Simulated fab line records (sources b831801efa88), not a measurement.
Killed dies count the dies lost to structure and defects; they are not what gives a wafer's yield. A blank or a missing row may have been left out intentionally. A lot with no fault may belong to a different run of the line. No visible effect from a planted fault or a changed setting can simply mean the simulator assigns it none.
Comparing a struck lot with a sound one    flow sky130    16 out of 708 route steps
Sound: the wafers L729.3, L729.5, L729.6. Struck: wafers L719.3, L719.6. (L719.1 of the same lot was not struck and is left out.) The cause comes at the end.
At each step with rows: each side's tool, then ch and its chambers, then its first start. Under that, the readings that differ: sound wafers    struck wafers    difference of the means    sigmas: that difference in standard deviations of wafers without a fault.
alike: readings whose means differ by less than 2 such deviations, and words and numbers that are the same on both sides. not compared: withheld readings, readings that some wafer has no value for, bounds like >300 that may hide the same value, and numbers for which the record gives no deviation and whose values overlap.
A row with sigmas, a row that says differs or no value, or rows on one side alone: a step with any of these is where the two part. Non-overlapping numbers with no deviation appear without sigmas and do not part them. A reading missing from all wafers of one side parts the sides only when that side holds two or more wafers.

first, 2 steps without rows for these wafers: SKY_METAL4_PEB_11; SKY_METAL4_DEVELOP_12 (develop time 60 s).
SKY_METAL4_CD_MEAS_13 targets a cd of 300 nm.
  sound on cd_sem-01 at day 46 15:23; struck on cd_sem-01 at day 44 01:02
  alike: cd_nm
SKY_METAL4_OVL_MEAS_14:
  sound on overlay-01 at day 46 15:29; struck on overlay-01 at day 44 01:09
  alike: METAL4_OVL
SKY_METAL4_DESCUM_15: chemistry O2, time 8 s.
  sound on rie_metal-04 ch 0,1, day 46 15:31; struck on rie_metal-03 ch 0,1, day 44 01:11
  alike: drypump_motor_current_A, oes_product_au
  not compared: rf_hours_counter_h
then, 1 step without rows for these wafers: SKY_METAL4_ETCH_16 (etches BARC in N2/H2, stops on SiO2, time 88.2 s, target depth 60 nm).
SKY_METAL4_ETCH_17: etches SiO2 in C4F8/O2/Ar, stops on TiN, time 3.9 s, target depth 15 nm.
  sound on rie_diel-03 ch 0,1,2, day 46 15:38; struck on rie_diel-02 ch 1,2, day 44 01:19
  alike: oes_product_au
  not compared: rf_hours_counter_h
SKY_METAL4_METAL_ETCH_18: etches the open film in Cl2/BCl3, stops on SiO2, target depth 845 nm, time 183.1 s.
  sound on rie_metal-02 ch 0,1, day 46 15:43; struck on rie_metal-02 ch 0,1, day 44 01:20
reading              sound              struck       difference  sigmas
mfc_cl2_sccm (sccm)  59.82 59.86 59.95  60.53 60.40  +0.59       +3
  alike: drypump_motor_current_A, oes_product_au, throttle_valve_pct
  not compared: rf_hours_counter_h
SKY_METAL4_STRIP_19: strips in O2/N2.
  sound on plasma_asher-03 ch 0,1, day 46 15:52; struck on plasma_asher-01 ch 1, day 44 01:31
  alike: drypump_motor_current_A, oes_product_au, strip_time_to_endpoint_s
  not compared: rf_hours_counter_h
then, 3 steps without rows for these wafers: SKY_METAL4_STRIP_20 (strips in post etch residue remover, time 1200 s); SKY_METAL4_CLEAN_21 (cleans in IPA, time 180 s); SKY_METAL4_CLEAN_22 (cleans in O3/DIW).
SKY_VIA4_HDPCVD_00: deposits SiO2, target thk 1750 nm, time 291.7 s.
  sound on hdpcvd-01 ch 0,2, day 46 16:25; struck on hdpcvd-02 ch 0, day 44 02:06
reading                                   sound           struck     difference  sigmas
model.SiO2_of_VIA4_HDPCVD_00.thk_nm (nm)  1756 1792 1771  1143 1142  -630        
SKY_VIA4_THK_MEAS_01:
  sound on film_metro-03 at day 46 16:37; struck on film_metro-04 at day 44 02:17
reading               sound           struck     difference  sigmas
VIA4_HDPCVD_THK (nm)  1756 1791 1771  1143 1142  -630        -27
SKY_VIA4_CMP_02: polishes SiO2.
  sound on cmp-02 ch 2,3, day 46 20:49; struck on cmp-02 ch 1,3, day 44 02:20
  alike: motor_current_A
-- the record jumps here: 4 days lie between the struck wafers' starts before and after (it left off in module VIA4 and takes up again in module PAD_OPEN, whose first step shown is number 708 of the route) --
SKY_PAD_OPEN_PROBE_99:
  sound on prober-01 at day 50 01:58; struck on prober-01 at day 47 17:26
reading                                sound                 struck               difference  sigmas
model.etest.tester.sort_n_pass         391 401 402           237 218              -170        
model.etest.tester.sort_yield_pct (%)  79.47 81.5 81.71      48.17 44.31          -34.65      
model.etest.tester.sort_bin_3_pct (%)  1.626 0.813 0.813     35.54 37.8           +35.59      
model.etest.met5_comb.leak_log10_a_um  -12.14 -12.19 -12.21  -6.989 -6.868        +5.252      
model.etest.tester.sort_bin_8_pct (%)  0 0 0                 4.765e-11 2.806e-12  +2.523e-11  
model.etest.tester.sort_bin_4_pct (%)  0 0 0                 3.54e-13 1.248e-13   +2.39e-13   
  alike: defect_limited_yield, killed_at_M0_to_M3, killed_at_M4_up, killed_at_contacts, killed_at_front_end, killed_at_other, killed_dies, killed_open, killed_short

## WHERE THEY PART
First at SKY_METAL4_METAL_ETCH_18; last, within this record, at SKY_VIA4_THK_MEAS_01. Later steps at which nothing parts them and some readings are alike: SKY_VIA4_CMP_02, SKY_PAD_OPEN_PROBE_99.

WHY: what the simulator had put in
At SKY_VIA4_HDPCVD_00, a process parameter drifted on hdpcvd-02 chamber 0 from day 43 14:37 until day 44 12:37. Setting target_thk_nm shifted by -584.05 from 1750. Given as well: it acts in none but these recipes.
